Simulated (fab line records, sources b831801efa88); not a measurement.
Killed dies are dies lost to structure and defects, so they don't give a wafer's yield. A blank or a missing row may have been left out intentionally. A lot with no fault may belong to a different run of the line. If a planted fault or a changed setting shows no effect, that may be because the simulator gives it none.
fab line records ; flow gf180mcu ; part 2 of 2: steps 29 to 38 of 38
record lots=5; wafers=15; last_day=33
route steps=602 shown PSD@250 NSD@262 SAB@264 SALICIDE@278 CONTACT@287
lots untouched by any fault: they come from a run of this same line in which no faults occurred
start_h: the number of hours between the record's first day and the start of the first shown wafer of the lot ; wait_h: how many hours have passed since the lot's step before this one ; " as in the row above ; L1.1+2: several wafers, shown together as one row ; - no value present, or no start provided ; * or withheld: withheld ; < > ~ a bound
route shown NAME@n: NAME is a module with steps in the file, n the number in the route of the first one ; usual: mean/standard deviation of fault-free wafers ; same: alike in all rows ; chamber/n: place in a boat ; sites: readings site by site ; _std_site: their standard deviation ; _edge_site: inner sites' mean taken away from outer sites' mean ; radius_mm: for every site, how far away it sits from the centre of the wafer ; mask NAME#n: copy n ; behind: the tool/chamber that last shaped the wafer ; hold: what put the lot on hold/how long, in hours/how the hold closed ; device: the transistor (n, p or np) that didn't switch ; end of line: the tests these same wafers got at the end of their route ; for a step that has no rows: nothing shown but its recipe ; killed: at the first sort, the dies lost to defects and structure; wafer yield is something else ; map: a wafer's dies, x killed, . not, _ none there
set.NAME: the setting as run; set.NAME@STEP: as run at that earlier step ; model.NAME: the simulator's own value behind a step, which no gauge read
lots at some steps of the route; a table a step, a row a wafer
services: the hour from which a tool's chamber was out of use, counted from the record's first day as start_h (under 0 if before that day), plus the number of hours and why
## steps
# step GF_SALICIDE_CLEAN_00
# recipe chemistry=SC1/SC2; mix=1:4:20; temp_c=70; time_s=150
# usual bath_guard_temp_C=69.9/0.61
lot.wafer;tool;chamber;start_h;wait_h;bath_guard_temp_C
L081.3;wet_bench-01;1;397.89;0.0;70.1
L081.5;wet_bench-01;1;397.89;0.0;70.0
L081.6;wet_bench-01;1;397.89;0.0;70.3
L082.1;wet_bench-03;0;408.23;0.1;70.3
L082.3;wet_bench-03;0;408.23;0.1;70.2
L082.4;wet_bench-03;0;408.23;0.1;70.7
L083.1;wet_bench-04;3;417.73;0.1;69.2
L083.2;wet_bench-04;3;417.73;0.1;69.1
L083.5;wet_bench-04;3;417.73;0.1;69.4
L093.2;wet_bench-03;2;501.43;0.1;70.0
L093.4;wet_bench-03;2;501.43;0.1;69.9
L093.5;wet_bench-03;2;501.43;0.1;70.1
L094.1;wet_bench-03;3;511.59;0.1;69.6
L094.3;wet_bench-03;3;511.59;0.1;70.1
L094.6;wet_bench-03;3;511.59;0.1;70.2
# step GF_SALICIDE_WET_ETCH_01
# recipe chemistry=dHF; target_depth_nm=5; dry=ipa_marangoni; target=SiO2; temp_c=25; dilution=100:1; time_s=100
lot.wafer;tool;chamber;start_h;wait_h
L081.3+5+6;wet_bench-04;3;397.94;0.0
L082.1+3+4;wet_bench-04;2;408.28;0.0
L083.1+2+5;wet_bench-04;0;417.78;0.0
L093.2+4+5;wet_bench-01;3;501.48;0.0
L094.1+3+6;wet_bench-01;0;511.64;0.0
# step GF_SALICIDE_SPUTTER_02
# recipe material=Co; target_thk_nm=10; power_w=1000; time_s=20; chamber_pressure_pa=0.4
# usual throttle_valve_pct=29.7/1.2
lot.wafer;tool;chamber;start_h;wait_h;throttle_valve_pct
L081.3;pvd_sputter-04;-;398.01;0.0;30.2
L081.5;pvd_sputter-04;-;398.01;0.0;29.9
L081.6;pvd_sputter-04;-;398.01;0.0;30.3
L082.1;pvd_sputter-04;-;408.35;0.0;29.6
L082.3;pvd_sputter-04;-;408.35;0.0;30.7
L082.4;pvd_sputter-04;-;408.35;0.0;27.0
L083.1;pvd_sputter-02;-;417.82;0.0;30.2
L083.2;pvd_sputter-02;-;417.82;0.0;29.8
L083.5;pvd_sputter-02;-;417.82;0.0;30.5
L093.2;pvd_sputter-03;-;501.51;0.0;28.3
L093.4;pvd_sputter-03;-;501.51;0.0;30.9
L093.5;pvd_sputter-03;-;501.51;0.0;30.7
L094.1;pvd_sputter-04;-;511.68;0.0;27.1
L094.3;pvd_sputter-04;-;511.68;0.0;30.0
L094.6;pvd_sputter-04;-;511.68;0.0;29.6
# step GF_SALICIDE_SPUTTER_03
# recipe material=TiN; target_thk_nm=20; power_w=6615; time_s=16.7; chamber_pressure_pa=0.4
# usual throttle_valve_pct=29.7/1.2
lot.wafer;tool;chamber;start_h;wait_h;throttle_valve_pct
L081.3;pvd_sputter-04;-;398.04;0.0;30.3
L081.5;pvd_sputter-04;-;398.04;0.0;29.7
L081.6;pvd_sputter-04;-;398.04;0.0;30.1
L082.1;pvd_sputter-04;-;408.38;0.0;29.6
L082.3;pvd_sputter-04;-;408.38;0.0;30.4
L082.4;pvd_sputter-04;-;408.38;0.0;27.1
L083.1;pvd_sputter-02;-;417.85;0.0;30.6
L083.2;pvd_sputter-02;-;417.85;0.0;29.8
L083.5;pvd_sputter-02;-;417.85;0.0;30.3
L093.2;pvd_sputter-03;-;501.54;0.0;28.3
L093.4;pvd_sputter-03;-;501.54;0.0;30.8
L093.5;pvd_sputter-03;-;501.54;0.0;30.7
L094.1;pvd_sputter-04;-;511.70;0.0;26.9
L094.3;pvd_sputter-04;-;511.70;0.0;29.6
L094.6;pvd_sputter-04;-;511.70;0.0;29.6
# step GF_SALICIDE_RS_MEAS_04
# recipe thk_meas_gauge=four-point-probe; reads=TiN_of_SALICIDE_SPUTTER_03+Co_of_SALICIDE_SPUTTER_02
# usual SALICIDE_TIN_RS=16.2/0.35
lot.wafer;tool;chamber;start_h;wait_h;SALICIDE_TIN_RS[ohm/sq]
L081.3;film_metro-04;-;398.10;0.1;15.8
L081.5;film_metro-04;-;398.10;0.1;15.9
L081.6;film_metro-04;-;398.10;0.1;15.8
L082.1;film_metro-03;-;408.40;0.0;16.3
L082.3;film_metro-03;-;408.40;0.0;16.5
L082.4;film_metro-03;-;408.40;0.0;16.4
L083.1;film_metro-03;-;417.87;0.0;16.5
L083.2;film_metro-03;-;417.87;0.0;16.4
L083.5;film_metro-03;-;417.87;0.0;16.5
L093.2;film_metro-03;-;501.59;0.0;16.3
L093.4;film_metro-03;-;501.59;0.0;15.7
L093.5;film_metro-03;-;501.59;0.0;16.1
L094.1;film_metro-01;-;511.73;0.0;16.3
L094.3;film_metro-01;-;511.73;0.0;16.4
L094.6;film_metro-01;-;511.73;0.0;16.3
# step GF_SALICIDE_THK_MEAS_05
# recipe thk_meas_gauge=xrf; reads=TiN_of_SALICIDE_SPUTTER_03
# usual SALICIDE_TIN_THK=20.22/0.27
lot.wafer;tool;chamber;start_h;wait_h;SALICIDE_TIN_THK[nm]
L081.3;film_metro-04;-;398.20;0.1;20.58
L081.5;film_metro-04;-;398.20;0.1;20.28
L081.6;film_metro-04;-;398.20;0.1;20.53
L082.1;film_metro-03;-;408.52;0.1;20.12
L082.3;film_metro-03;-;408.52;0.1;19.99
L082.4;film_metro-03;-;408.52;0.1;19.95
L083.1;film_metro-03;-;417.99;0.1;20.48
L083.2;film_metro-03;-;417.99;0.1;20.46
L083.5;film_metro-03;-;417.99;0.1;20.58
L093.2;film_metro-03;-;501.70;0.1;20.52
L093.4;film_metro-03;-;501.70;0.1;20.43
L093.5;film_metro-03;-;501.70;0.1;20.28
L094.1;film_metro-01;-;511.85;0.1;20.04
L094.3;film_metro-01;-;511.85;0.1;20.28
L094.6;film_metro-01;-;511.85;0.1;20.59
# step GF_SALICIDE_RTA_06
# recipe temp_c=530; time_s=30; ambient=N2
# usual chamber_o2_ppm=2.000/0.021; lamp_power_pct=6.73/0.12; wafer_temp_C_max=531.9/0.44
lot.wafer;tool;chamber;start_h;wait_h;chamber_o2_ppm;lamp_power_pct;wafer_temp_C_max
L081.3;rtp_anneal-02;0;398.27;0.1;1.993;6.62;531.4
L081.5;rtp_anneal-02;0;398.27;0.1;1.983;6.62;531.8
L081.6;rtp_anneal-02;0;398.27;0.1;1.980;6.62;531.7
L082.1;rtp_anneal-01;0;408.58;0.1;1.999;6.85;532.8
L082.3;rtp_anneal-01;0;408.58;0.1;1.984;6.87;531.7
L082.4;rtp_anneal-01;0;408.58;0.1;2.011;6.85;531.6
L083.1;rtp_anneal-02;0;418.05;0.1;2.012;6.62;532.1
L083.2;rtp_anneal-02;0;418.05;0.1;2.033;6.61;532.2
L083.5;rtp_anneal-02;0;418.05;0.1;2.022;6.61;532.5
L093.2;rtp_anneal-02;0;501.77;0.1;1.996;6.62;532.1
L093.4;rtp_anneal-02;0;501.77;0.1;1.998;6.62;532.6
L093.5;rtp_anneal-02;0;501.77;0.1;1.979;6.60;531.8
L094.1;rtp_anneal-02;0;511.91;0.1;2.059;6.62;531.5
L094.3;rtp_anneal-02;0;511.91;0.1;2.018;6.62;531.4
L094.6;rtp_anneal-02;0;511.91;0.1;2.011;6.61;531.5
# step GF_SALICIDE_WET_ETCH_07
# recipe chemistry=SPM; target_depth_nm=120; dry=n2_spin
lot.wafer;tool;chamber;start_h;wait_h
L081.3+5+6;wet_bench-03;3;398.34;0.1
L082.1+3+4;wet_bench-01;1;408.68;0.1
L083.1+2+5;wet_bench-04;1;418.20;0.1
L093.2+4+5;wet_bench-03;2;501.85;0.1
L094.1+3+6;wet_bench-04;1;512.01;0.1
# step GF_SALICIDE_RTA_08
# recipe temp_c=800; time_s=30; ambient=N2
# usual chamber_o2_ppm=2.002/0.023; lamp_power_pct=18.7/0.32; wafer_temp_C_max=802.8/0.63
lot.wafer;tool;chamber;start_h;wait_h;chamber_o2_ppm;lamp_power_pct;wafer_temp_C_max
L081.3;rtp_anneal-01;0;398.47;0.0;1.956;19.0;803.3
L081.5;rtp_anneal-01;0;398.47;0.0;1.984;19.0;802.3
L081.6;rtp_anneal-01;0;398.47;0.0;1.987;19.1;803.4
L082.1;rtp_anneal-02;0;408.77;0.0;2.006;18.4;803.0
L082.3;rtp_anneal-02;0;408.77;0.0;2.013;18.4;801.3
L082.4;rtp_anneal-02;0;408.77;0.0;2.016;18.4;802.8
L083.1;rtp_anneal-01;0;418.29;0.0;1.980;19.0;803.5
L083.2;rtp_anneal-01;0;418.29;0.0;1.991;19.0;803.4
L083.5;rtp_anneal-01;0;418.29;0.0;1.974;19.0;803.8
L093.2;rtp_anneal-01;0;501.96;0.0;2.002;19.0;803.5
L093.4;rtp_anneal-01;0;501.96;0.0;2.019;19.0;803.1
L093.5;rtp_anneal-01;0;501.96;0.0;1.978;19.0;802.9
L094.1;rtp_anneal-01;0;512.10;0.0;2.034;19.0;803.7
L094.3;rtp_anneal-01;0;512.10;0.0;1.996;19.0;803.1
L094.6;rtp_anneal-01;0;512.10;0.0;2.074;19.0;802.2
# step GF_CONTACT_CVD_00
# recipe material=SiO2; target_thk_nm=300; sigma_open_frac=0.3; temp_c=400; time_s=50; sih4_flow_sccm=60; pressure_mtorr=6
lot.wafer;tool;chamber;start_h;wait_h
L081.3+5+6;hdpcvd-01;2,1,2;398.53;0.1
L082.1+3+4;hdpcvd-01;1,0,2;408.87;0.1
L083.1+2+5;hdpcvd-01;2,1,2;418.39;0.1
L093.2+4+5;hdpcvd-01;2,2,1;502.04;0.1
L094.1+3+6;hdpcvd-01;2,0,2;512.20;0.1
## services
tool;chamber;start_h;hours;kind
wet_bench-04;-;342.96;25.0;repair
rie_diel-01;2;347.06;8.0;repair
rie_diel-01;1;351.98;9.0;repair
implanter-04;-;354.28;3.9;pm
rie_diel-01;1;380.77;17.3;repair
wet_bench-04;-;387.98;1.9;pm
plasma_asher-04;-;390.33;6.0;repair
pvd_sputter-02;-;401.15;5.3;repair
hdpcvd-01;0;411.76;8.0;repair
plasma_asher-04;-;419.78;1.6;repair
plasma_asher-01;-;421.25;9.0;pm
iline_stepper-02;-;434.53;1.7;pm
rtp_anneal-02;-;443.51;2.6;pm
plasma_asher-04;-;443.71;0.8;repair
pecvd-03;-;450.69;6.0;pm
iline_stepper-01;-;454.80;1.7;pm
rie_diel-03;3;458.28;6.6;repair
pecvd-03;2;459.66;2.8;repair
rie_diel-03;-;463.13;14.6;pm
plasma_asher-04;-;464.90;2.2;repair
plasma_asher-04;-;477.96;4.3;pm
implanter-04;-;480.41;6.3;repair
hdpcvd-01;-;496.18;2.8;pm
iline_stepper-01;-;505.70;16.0;repair
